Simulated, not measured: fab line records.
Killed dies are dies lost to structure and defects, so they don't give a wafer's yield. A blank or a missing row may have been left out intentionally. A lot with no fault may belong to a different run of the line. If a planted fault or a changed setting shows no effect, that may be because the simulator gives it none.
Chamber matching	flow sky130	4 sister chambers for SKY_LI_CONTACT_ETCH_14 on rieDiel-02
The step etches BARC in N2/H2, stops on SiO2, time 45.9 s, target depth 60 nm. 8 wafers are shown with their chamber, then 7 later ones without.

== EACH WAFER AND ITS CHAMBER ==
wafer	chamber	drypumpMotorCurrentA (A)	oesProductAu (a.u.)
L888.2	1	6.2	0.862
L891.1	2	5.9	0.857
L891.2	0	5.6	0.847
L891.6	1	6.1	0.857
L892.1	0	5.7	0.856
L892.4	3	6.4	0.852
L895.1	3	6.4	0.849
L895.4	2	5.9	0.849

== WAFERS WITH NO CHAMBER GIVEN ==
wafer	drypumpMotorCurrentA (A)	oesProductAu (a.u.)
L895.5	6.4	0.858
L896.1	5.6	0.852
L896.4	6.4	0.854
L896.5	5.9	0.853
L900.2	5.9	0.857
L900.4	5.6	0.853
L900.6	5.9	0.857

== EACH ONE'S CHAMBER ==
wafer	from the rows above	in truth
L895.5	3	3
L896.1	0	0
L896.4	3	3
L896.5	2	2
L900.2	2	2
L900.4	0	0
L900.6	2	2
Correctly placed: 7 of 7. Can't be placed from these rows: 0. Wrongly placed: 0.
How it was worked out, from the rows above alone: a wafer's distance from a chamber is the root of the sum, over the readings, of the square of ((its reading less the chamber's mean) divided by the reading's scatter). The wafer belongs to the nearest chamber; if the next one is less than 2 further off, it can't be placed. The mean given for a chamber averages the wafers shown for that chamber. The scatter: the root of (the sum of the squares of (reading less its chamber's mean) over the shown wafers, divided by (wafers less chambers)).
